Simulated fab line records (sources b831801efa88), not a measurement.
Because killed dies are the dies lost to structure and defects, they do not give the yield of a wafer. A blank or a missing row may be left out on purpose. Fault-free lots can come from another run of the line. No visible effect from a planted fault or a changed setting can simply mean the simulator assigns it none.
What tool caused it? + flow gf180mcu + Sampling: 11 lots, 33 wafers, 6 of 602 route steps

## WHAT EACH GAUGE READ, for each wafer
GF_NSD_TW_MEAS_12. Usual: NSD_TW 4234, standard deviation 42.
| lot  | measured     | on            | NSD_TW         | flag |
|------|--------------|---------------|----------------|------|
| L719 | day 13 08:48 | film-metro-03 | 4285 4282 4275 |      |
| L720 | day 13 14:56 | film-metro-02 | 4264 4277 4243 |      |
| L723 | day 15 00:42 | film-metro-04 | 4191 4215 4206 |      |
| L726 | day 15 19:01 | film-metro-03 | 4228 4228 4222 |      |
| L728 | day 16 19:33 | film-metro-03 | 4258 4255 4258 |      |
| L731 | day 17 18:05 | film-metro-03 | 4230 4217 4245 |      |
| L734 | day 18 16:50 | film-metro-04 | 4404 4403 4416 | OFF  |
| L735 | day 18 22:37 | film-metro-04 | 4163 4161 4157 |      |
| L737 | day 19 14:20 | film-metro-04 | 4421 4461 4411 | OFF  |
| L738 | day 19 21:59 | film-metro-02 | 4250 4262 4257 |      |
| L742 | day 21 08:18 | film-metro-02 | 4241 4251 4236 |      |

GF_PSD_RS_MEAS_14: the measuring method here is four-point-probe. Usual: NSD_RS 46.11 ohm/sq, standard deviation 0.084.
| lot  | measured     | on            | NSD_RS (ohm/sq)   | flag |
|------|--------------|---------------|-------------------|------|
| L719 | day 14 05:23 | film-metro-02 | 46.18 46.16 46.11 |      |
| L720 | day 14 11:49 | film-metro-04 | 46.19 46.18 46.22 |      |
| L723 | day 15 22:44 | film-metro-03 | 46.07 45.94 45.96 |      |
| L726 | day 16 17:37 | film-metro-03 | 46.11 45.99 46.21 |      |
| L728 | day 17 19:14 | film-metro-02 | 46.03 46.06 46.07 |      |
| L731 | day 18 18:01 | film-metro-04 | 46.31 46.24 46.20 |      |
| L734 | day 19 17:52 | film-metro-03 | 41.43 41.60 41.58 | OFF  |
| L735 | day 19 23:32 | film-metro-02 | 46.12 46.07 46.13 |      |
| L737 | day 20 14:56 | film-metro-02 | 41.64 41.69 41.62 | OFF  |
| L738 | day 20 22:32 | film-metro-04 | 46.23 45.98 46.20 |      |
| L742 | day 22 08:17 | film-metro-03 | 46.01 46.04 46.01 |      |

GF_PSD_RS_MEAS_15: the measuring method here is four-point-probe. Usual: PSD_RS 108.51 ohm/sq, standard deviation 0.29.
| lot  | measured     | on            | PSD_RS (ohm/sq)      | flag |
|------|--------------|---------------|----------------------|------|
| L719 | day 14 05:31 | film-metro-02 | 108.87 108.58 108.94 |      |
| L720 | day 14 11:56 | film-metro-04 | 109.19 109.09 109.01 |      |
| L723 | day 15 22:51 | film-metro-03 | 108.47 107.81 108.46 |      |
| L726 | day 16 17:44 | film-metro-03 | 108.25 108.01 108.14 |      |
| L728 | day 17 19:22 | film-metro-02 | 108.06 108.46 108.24 |      |
| L731 | day 18 18:08 | film-metro-04 | 109.23 109.03 108.71 |      |
| L734 | day 19 17:59 | film-metro-03 | 108.13 108.66 108.37 |      |
| L735 | day 19 23:39 | film-metro-02 | 108.65 108.68 108.50 |      |
| L737 | day 20 15:03 | film-metro-02 | 108.16 108.30 108.24 |      |
| L738 | day 20 22:40 | film-metro-04 | 108.42 108.39 108.73 |      |
| L742 | day 22 08:25 | film-metro-03 | 107.97 108.13 107.97 |      |

GF_V1_BOW_MEAS_05. Usual: V1_BOW 82 um, standard deviation 6.9.
| lot  | measured     | on            | V1_BOW (um) | flag |
|------|--------------|---------------|-------------|------|
| L719 | day 17 02:29 | film-metro-03 | 88 82 99    |      |
| L720 | day 17 10:58 | film-metro-04 | 86 90 75    |      |
| L723 | day 19 01:03 | film-metro-03 | 89 86 89    |      |
| L726 | day 19 22:09 | film-metro-01 | 81 92 93    |      |
| L728 | day 21 00:35 | film-metro-04 | 84 75 74    |      |
| L731 | day 22 00:55 | film-metro-04 | 77 78 76    |      |
| L734 | day 22 22:47 | film-metro-03 | 85 88 85    |      |
| L735 | day 23 02:59 | film-metro-03 | 77 81 79    |      |
| L737 | day 23 18:07 | film-metro-01 | 82 95 102   |      |
| L738 | day 24 00:07 | film-metro-03 | 89 88 88    |      |
| L742 | day 25 08:11 | film-metro-04 | 86 65 95    |      |

## EACH LOT AND THE TOOL THAT RAN IT (in order: tool; ch and the chambers of the sampled wafers; start)
| lot  | GF_NSD_IMPLANT_09               | GF_NSD_STRIP_11                      |
|------|---------------------------------|--------------------------------------|
| L719 | implanter-02 ch 0, day 13 08:24 | plasma-asher-01 ch 0,1, day 13 08:42 |
| L720 | implanter-02 ch 0, day 13 14:32 | plasma-asher-01 ch 0,1, day 13 14:50 |
| L723 | implanter-02 ch 0, day 15 00:20 | plasma-asher-01 ch 0,1, day 15 00:36 |
| L726 | implanter-02 ch 0, day 15 18:37 | plasma-asher-02 ch 0,1, day 15 18:54 |
| L728 | implanter-01 ch 0, day 16 19:09 | plasma-asher-02 ch 0, day 16 19:27   |
| L731 | implanter-03 ch 0, day 17 17:41 | plasma-asher-01 ch 0,1, day 17 17:59 |
| L734 | implanter-02 ch 0, day 18 16:26 | plasma-asher-01 ch 0,1, day 18 16:44 |
| L735 | implanter-03 ch 0, day 18 22:13 | plasma-asher-02 ch 0,1, day 18 22:30 |
| L737 | implanter-02 ch 0, day 19 13:58 | plasma-asher-02 ch 0,1, day 19 14:15 |
| L738 | implanter-01 ch 0, day 19 21:35 | plasma-asher-02 ch 0,1, day 19 21:52 |
| L742 | implanter-01 ch 0, day 21 07:54 | plasma-asher-01 ch 0, day 21 08:12   |
- GF_NSD_IMPLANT_09
- GF_NSD_STRIP_11: strips in O2/N2.

## AS READ BY THE TOOLS THEMSELVES (means over the sampled wafers that have a number; for cases with no such wafer, the mark the record gives instead)
GF_NSD_IMPLANT_09. Usual: beam-energy-keV 60.002, standard deviation 0.018.
| lot  | tool         | beam-energy-keV | flag |
|------|--------------|-----------------|------|
| L719 | implanter-02 | 59.988          |      |
| L720 | implanter-02 | 59.981          |      |
| L723 | implanter-02 | 59.995          |      |
| L726 | implanter-02 | 60.014          |      |
| L728 | implanter-01 | 59.995          |      |
| L731 | implanter-03 | 59.997          |      |
| L734 | implanter-02 | 78.163          | OFF  |
| L735 | implanter-03 | 59.995          |      |
| L737 | implanter-02 | 78.170          | OFF  |
| L738 | implanter-01 | 59.998          |      |
| L742 | implanter-01 | 59.996          |      |

GF_NSD_STRIP_11. Usual: drypump-motor-current-A 5.5 A, standard deviation 0.39; heater-power-w 326 W, standard deviation 38; oes-product-au 0.487 a.u., standard deviation 0.0038; strip-time-to-endpoint-s 22.97 s, standard deviation 0.035.
| lot  | tool            | drypump-motor-current-A (A) | heater-power-w (W) | oes-product-au (a.u.) | strip-time-to-endpoint-s (s) | flag |
|------|-----------------|-----------------------------|--------------------|-----------------------|------------------------------|------|
| L719 | plasma-asher-01 | 5.7                         | 299                | 0.485                 | 22.97                        |      |
| L720 | plasma-asher-01 | 5.4                         | 285                | 0.485                 | 22.98                        |      |
| L723 | plasma-asher-01 | 5.7                         | 299                | 0.485                 | 22.99                        |      |
| L726 | plasma-asher-02 | 5.3                         | 365                | 0.488                 | 22.99                        |      |
| L728 | plasma-asher-02 | 5.6                         | 364                | 0.485                 | 22.92                        |      |
| L731 | plasma-asher-01 | 5.7                         | 302                | 0.485                 | 22.93                        |      |
| L734 | plasma-asher-01 | 5.7                         | 297                | 0.464                 | 25.56                        | OFF  |
| L735 | plasma-asher-02 | 5.3                         | 366                | 0.483                 | 22.95                        |      |
| L737 | plasma-asher-02 | 5.5                         | 364                | 0.459                 | 25.47                        | OFF  |
| L738 | plasma-asher-02 | 5.3                         | 364                | 0.485                 | 23.00                        |      |
| L742 | plasma-asher-01 | 5.0                         | 274                | 0.484                 | 22.94                        |      |

## THE ANSWER, worked out from the rows above alone
Rule: a lot is off if the mean of its wafers that have a number lies more than 3 standard deviations from the usual mean. Also off: a lot with no number at a reading for which 4 or more lots have one. The other lots that the step has rows for count as sound. After the gauges, taken in route order, come the tools' own readings; for these a lot's mean is taken, as printed above. At the first step where some lot is off, the reading lying furthest off is the one used; lots without a number count as furthest.
Off: L734, L737, seen at GF_NSD_TW_MEAS_12 (NSD_TW).
A tool fits if, at a process step before that reading, it ran every lot that is off, and no sound lot after the first of them. Not tried: the gauges at GF_NSD_TW_MEAS_12; whatever is off there is also off at GF_PSD_RS_MEAS_14, on other tools, and gauge error can't account for it. One fits: implanter-02 at GF_NSD_IMPLANT_09. Its last sound lot is L726 (day 15 18:37), its first lot that is off L734 (day 18 16:26): a fault that began between those two fits.
The tool's own readings at GF_NSD_IMPLANT_09 bear it out: on the lots that are off they differ by more than 5 times the standard deviation of the sound lots' means. beam-energy-keV reads 78.166 there against 59.995 on the sound lots.

## WHAT HAD BEEN PUT IN BY THE SIMULATOR
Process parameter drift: implanter-02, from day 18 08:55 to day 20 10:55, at GF_NSD_IMPLANT_09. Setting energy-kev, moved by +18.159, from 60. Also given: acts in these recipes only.
Struck lots among those shown: L734, L737. The rule above reached the same finding.
